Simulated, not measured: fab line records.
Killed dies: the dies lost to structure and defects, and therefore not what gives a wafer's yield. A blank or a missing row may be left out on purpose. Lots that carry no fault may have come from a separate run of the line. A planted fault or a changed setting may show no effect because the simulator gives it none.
Struck lot and sound lot, side by side ; flow sky130 ; 45 out of 708 route steps
Sound: the wafers L101.1, L101.2, L101.6. The struck wafers were L114.1, L114.4, L114.6. Last of all comes the cause.
Per side, at each step with rows, come the tool, then ch with its chambers, and then its first start. Under that, the readings that differ: sound wafers ; struck wafers ; difference of the means ; sigmas: that difference in standard deviations of wafers without a fault.
alike: a reading whose means differ by less than 2 such deviations, as well as words and numbers matching on both sides. not compared: withheld readings; readings where some wafer has no value; bounds like >300 that might hide an equal value; numbers whose values overlap and for which the record gives no deviation.
The two part at a step that has a row with sigmas, a row that says differs or no value, or rows on one side only. Numbers that have no deviation but don't overlap get no sigmas and don't part them. A reading missing from all wafers of one side parts the sides only when that side holds two or more wafers.

first, 2 steps without rows for these wafers: SKY_DNWELL_DEVELOP_06 (develop time 60 s); SKY_DNWELL_IMPLANT_07.
SKY_DNWELL_STRIP_08: strips in O2/N2.
  sound on plasma-asher-03 ch 0,1, day 3 13:41; struck on plasma-asher-02 ch 1, day 6 11:44
  alike: drypump-motor-current-A, n2-flow-sccm, oes-product-au, strip-time-to-endpoint-s
  not compared: rf-hours-counter-h
SKY_DNWELL_TW_MEAS_09:
  struck on film-metro-04, day 6 11:50; sound on film-metro-04, day 3 13:47
  alike: DNWELL_TW
then, 7 steps without rows for these wafers: SKY_PWDE_DEHYDRATE_00 (time 60 s); SKY_PWDE_HMDS_01 (prime time 60 s); SKY_PWDE_COAT_02 (resist thk 3000 nm); SKY_PWDE_SOFTBAKE_03; SKY_PWDE_EXPOSE_04 (exposes mask PWDEM, target cd 840 nm); SKY_PWDE_PEB_05; SKY_PWDE_DEVELOP_06 (develop time 60 s).
SKY_PWDE_OVL_MEAS_07:
  struck on overlay-02, day 7 05:38; sound on overlay-01, day 4 04:41
reading;sound;struck;difference;sigmas
PWDE_OVL (nm);-3.6 -1.4 -2.8;1.4 1.6 0.8;+3.9;+3
SKY_PWDE_IMPLANT_08:
  sound on implanter-02 ch 0, day 4 04:44; struck on implanter-02 ch 0, day 7 05:41
SKY_PWDE_STRIP_09: strips in O2/N2.
  sound on plasma-asher-03 ch 0,1, day 4 04:53; struck on plasma-asher-04 ch 0,1, day 7 05:50
  alike: drypump-motor-current-A, n2-flow-sccm, oes-product-au, strip-time-to-endpoint-s
  not compared: rf-hours-counter-h
SKY_PWDE_TW_MEAS_10:
  struck on film-metro-02, day 7 05:56; sound on film-metro-03, day 4 04:59
reading;sound;struck;difference;sigmas
PWDE_TW;377.3 378.4 378.7;367.3 367.8 367.1;-10.7;-4
then, 7 steps without rows for these wafers: SKY_NWELL_DEHYDRATE_03 (time 60 s); SKY_NWELL_HMDS_04 (prime time 60 s); SKY_NWELL_COAT_05 (resist thk 3000 nm); SKY_NWELL_SOFTBAKE_06; SKY_NWELL_EXPOSE_07 (exposes mask NWM, target cd 840 nm); SKY_NWELL_PEB_08; SKY_NWELL_DEVELOP_09 (develop time 60 s).
SKY_NWELL_OVL_MEAS_10:
  struck on overlay-02, day 8 01:23; sound on overlay-01, day 4 21:30
  alike: NWELL_00_OVL
then, 3 steps without rows for these wafers: SKY_NWELL_IMPLANT_11; SKY_NWELL_IMPLANT_12; SKY_NWELL_IMPLANT_13.
SKY_NWELL_STRIP_14: strips in O2/N2.
  sound on plasma-asher-02 ch 0,1, day 4 21:59; struck on plasma-asher-01 ch 0,1, day 8 01:52
  alike: drypump-motor-current-A, n2-flow-sccm, oes-product-au, strip-time-to-endpoint-s
  not compared: rf-hours-counter-h
SKY_NWELL_TW_MEAS_15:
  struck on film-metro-03, day 8 01:58; sound on film-metro-04, day 4 22:05
  alike: NWELL_TW
then, 7 steps without rows for these wafers: SKY_NWELL_DEHYDRATE_16 (time 60 s); SKY_NWELL_HMDS_17 (prime time 60 s); SKY_NWELL_COAT_18 (resist thk 3000 nm); SKY_NWELL_SOFTBAKE_19; SKY_NWELL_EXPOSE_20 (exposes mask NWM COMPLEMENT, target cd 840 nm); SKY_NWELL_PEB_21; SKY_NWELL_DEVELOP_22 (develop time 60 s).
SKY_NWELL_OVL_MEAS_23:
  struck on overlay-02, day 8 22:15; sound on overlay-02, day 5 15:56
  alike: NWELL_01_OVL
then, 1 step without rows for these wafers: SKY_NWELL_IMPLANT_24.
SKY_NWELL_STRIP_25: strips in O2/N2.
  sound on plasma-asher-01 ch 0,1, day 5 16:07; struck on plasma-asher-04 ch 1, day 8 22:26
  alike: drypump-motor-current-A, n2-flow-sccm, oes-product-au, strip-time-to-endpoint-s
  not compared: rf-hours-counter-h
SKY_NWELL_TW_MEAS_26:
  struck on film-metro-04, day 8 22:32; sound on film-metro-03, day 5 16:13
  alike: NWELL_2_TW
then, 1 step without rows for these wafers: SKY_NWELL_CLEAN_27 (cleans in SC1/SC2, time 150 s).
SKY_NWELL_RTA_28: time 30 s.
  sound on rtp-anneal-01 ch 0, day 5 16:20; struck on rtp-anneal-01 ch 0, day 8 22:38
  alike: lamp-power-pct, wafer_temp_C_max
SKY_NWELL_RS_MEAS_29: measures by four-point-probe.
  struck on film-metro-03, day 8 22:44; sound on film-metro-03, day 5 16:26
  alike: NWELL_RS
SKY_NWELL_RS_MEAS_31: measures by four-point-probe.
  struck on film-metro-03, day 8 23:16; sound on film-metro-03, day 5 16:41
reading;sound;struck;difference;sigmas
PWDE_RS (ohm/sq);5260 5256 5238;5505 5484 5464;+233;+14
  not compared: hold
SKY_VT_ADJUST_HVTP_DEHYDRATE_00: time 60 s.
  sound on litho-track-04 ch 0, day 6 00:59; struck on litho-track-01 ch 0, day 9 09:11
reading;sound;struck;difference;sigmas
hold;- - -;await-dispo/1.5h/release await-dispo/1.5h/release await-dispo/1.5h/release;no value on the sound wafers;
-- record jumps: 40 days separate the struck wafers' starts on either side; left off in module VT_ADJUST_HVTP, taken up again in module PAD_OPEN, whose first shown step is the route's number 708 --
SKY_PAD_OPEN_PROBE_99:
  struck on prober-01, day 49 07:00; sound on prober-01, day 46 07:01
reading;sound;struck;difference;sigmas
model.etest.res-pwde-under-gate.rs-ohm-sq;6205 6182 6149;6652 6657 6647;+473;
  alike: killed_at_M0_to_M3, killed_at_M4_up, killed-at-contacts, killed-at-front-end, killed-at-other, killed-dies, killed-open, killed-short

WHERE THEY PART
Earliest at SKY_PWDE_OVL_MEAS_07; latest, in this record, at SKY_VT_ADJUST_HVTP_DEHYDRATE_00. Later steps at which nothing parts them and some readings are alike: SKY_PAD_OPEN_PROBE_99.

WHY: the cause the simulator had injected
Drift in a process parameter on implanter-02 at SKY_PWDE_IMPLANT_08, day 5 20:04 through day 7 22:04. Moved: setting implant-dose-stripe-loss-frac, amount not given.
